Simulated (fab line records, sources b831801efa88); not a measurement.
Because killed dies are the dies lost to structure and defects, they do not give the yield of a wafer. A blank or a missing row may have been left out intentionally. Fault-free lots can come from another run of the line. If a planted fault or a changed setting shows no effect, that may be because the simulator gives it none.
Struck lot and sound lot, side by side :: flow sky130 :: 40 steps out of a route of 708
Sound: these wafers, L678.1, L678.2, L678.4. Wafers struck: L677.3, L677.5, L677.6. The cause is named last.
For every step that has rows: the tool of each side, followed by ch and its chambers, followed by its first start. Under that, the readings that differ: sound wafers :: struck wafers :: difference of the means :: sigmas: that difference in standard deviations of wafers without a fault.
alike: readings with means less than 2 such deviations apart, plus words and numbers identical on both sides. not compared: withheld readings, readings lacking a value on some wafer, bounds such as >300 that could conceal the same value, and numbers that have no deviation in the record and whose values overlap.
The two part at a step that has a row with sigmas, a row that says differs or no value, or rows on one side only. Numbers that have no deviation but don't overlap get no sigmas and don't part them. A reading that every wafer of one side lacks parts them only if that side has two wafers or more.

first, 3 steps without rows for these wafers: SKY_VIA2_STRIP_17 (strips in post etch residue remover, time 1200 s); SKY_VIA2_CLEAN_18 (cleans in IPA, time 180 s); SKY_VIA2_CLEAN_19 (cleans in O3/DIW).
SKY_VIA2_SPUTTER_20: material TiN, target thk 20 nm, time 80 s.
  sound on pvd sputter-02 at day 38 23:15; struck on pvd sputter-03 at day 38 17:23
  alike: cathode dc power W, chamber pressure pa, throttle valve pct
then, 1 step without rows for these wafers: SKY_VIA2_CVD_21 (deposits W, target thk 420 nm, time 126.4 s).
SKY_VIA2_RS_MEAS_22: measurement is done with a four-point probe.
  sound on film metro-02 at day 38 23:26; struck on film metro-04 at day 38 17:37
  alike: VIA2_W_RS
SKY_VIA2_THK_MEAS_23: measures by xrf.
  sound on film metro-02 at day 38 23:34; struck on film metro-04 at day 38 17:43
  alike: VIA2_W_THK
SKY_VIA2_CMP_24: polishes, stops on SiO2, t overpolish 20 s, target thk 0 nm.
  sound on cmp-02 ch 0,1,3, day 38 23:37; struck on cmp-02 ch 0,3, day 38 17:56
  alike: head pressure psi, motor current A, overpolish run s, time to endpoint s
SKY_METAL3_SPUTTER_00: material Ti, target thk 15 nm, time 10 s.
  sound on pvd sputter-04 at day 38 23:55; struck on pvd sputter-04 at day 38 18:14
  alike: cathode dc power W, chamber pressure pa, throttle valve pct
then, 2 steps without rows for these wafers: SKY_METAL3_SPUTTER_01 (material TiN, target thk 20 nm, time 16.7 s); SKY_METAL3_SPUTTER_02 (material AlCu, target thk 735 nm, time 39.1 s).
SKY_METAL3_SPUTTER_03: material Ti, target thk 5 nm, time 3.3 s.
  sound on pvd sputter-04 at day 39 00:01; struck on pvd sputter-04 at day 38 18:19
  alike: cathode dc power W, chamber pressure pa, throttle valve pct
SKY_METAL3_SPUTTER_04: material TiN, target thk 70 nm, time 58.3 s.
  sound on pvd sputter-04 at day 39 00:01; struck on pvd sputter-04 at day 38 18:20
  no value came back on the struck wafers for cathode dc power W (W), chamber pressure pa (Pa), throttle valve pct (%); on the sound wafers cathode dc power W (W) reads 6498.5 6500.9 6499.4
then, 9 steps without rows for these wafers: SKY_CAPM_CVD_00 (deposits SiO2, target thk 15.5 nm); SKY_CAPM_SPUTTER_02 (material TiN, target thk 200 nm, time 166.7 s); SKY_CAPM_DEHYDRATE_05 (time 60 s); SKY_CAPM_HMDS_06 (prime time 60 s); SKY_CAPM_COAT_07 (resist thk 1160 nm); SKY_CAPM_SOFTBAKE_08 (time 60 s); SKY_CAPM_EXPOSE_09 (exposes mask CAPM, target cd 1000 nm); SKY_CAPM_PEB_10; SKY_CAPM_DEVELOP_11 (develop time 60 s).
SKY_CAPM_OVL_MEAS_12:
  sound on overlay-02 at day 40 01:11; struck on overlay-01 at day 39 19:55
  alike: CAPM_OVL
then, 13 steps without rows for these wafers: SKY_CAPM_METAL_ETCH_13 (etches TiN in Cl2/BCl3, stops on SiO2, target depth 220 nm, time 62.9 s); SKY_CAPM_STRIP_14 (strips in O2/N2); SKY_CAPM_STRIP_15 (strips in post etch residue remover, time 1200 s); SKY_CAPM_CLEAN_16 (cleans in IPA, time 180 s); SKY_CAPM_CLEAN_17 (cleans in O3/DIW); SKY_METAL3_DEHYDRATE_05 (time 60 s); SKY_METAL3_HMDS_06 (prime time 60 s); SKY_METAL3_COAT_07 (resist thk 60 nm); SKY_METAL3_COAT_08 (resist thk 1140 nm); SKY_METAL3_SOFTBAKE_09 (time 90 s); SKY_METAL3_EXPOSE_10 (exposes mask MM3, target cd 300 nm); SKY_METAL3_PEB_11; SKY_METAL3_DEVELOP_12 (develop time 60 s).
SKY_METAL3_CD_MEAS_13: the cd target is 300 nm.
  sound on cd sem-01 at day 41 02:11; struck on cd sem-02 at day 40 20:37
  alike: cd nm
SKY_METAL3_OVL_MEAS_14:
  sound on overlay-02 at day 41 02:19; struck on overlay-01 at day 40 20:43
  alike: METAL3_OVL
SKY_METAL3_DESCUM_15: chemistry O2, time 8 s.
  sound on rie metal-01 ch 0,1, day 41 02:21; struck on rie metal-01 ch 0,1, day 40 20:45
  alike: drypump motor current A, oes product au, rf fwd power W
  not compared: rf hours counter h
SKY_METAL3_METAL_ETCH_18: etches the open film in Cl2/BCl3, stops on SiO2, target depth 845 nm, time 183.1 s.
  sound on rie metal-04 ch 0,1, day 41 02:30; struck on rie metal-03 ch 0,1, day 40 20:57
reading: oes product au (a.u.)
sound: 0.863 0.868 0.877
struck: 0.837 0.827 0.824
difference: -0.040
sigmas: -7

reading: throttle valve pct (%)
sound: 22.278 22.278 22.274
struck: 22.256 22.251 22.252
difference: -0.024
sigmas: -3
  alike: bias w, drypump motor current A, rf fwd power W
  not compared: rf hours counter h

## WHERE THEY PART
Last at SKY_METAL3_METAL_ETCH_18 as far as this record goes, first at SKY_METAL3_SPUTTER_04.

WHY: whatever the simulator had introduced
Whole step skipped at SKY_METAL3_SPUTTER_04 on pvd sputter-04, starting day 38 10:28. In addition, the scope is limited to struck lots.
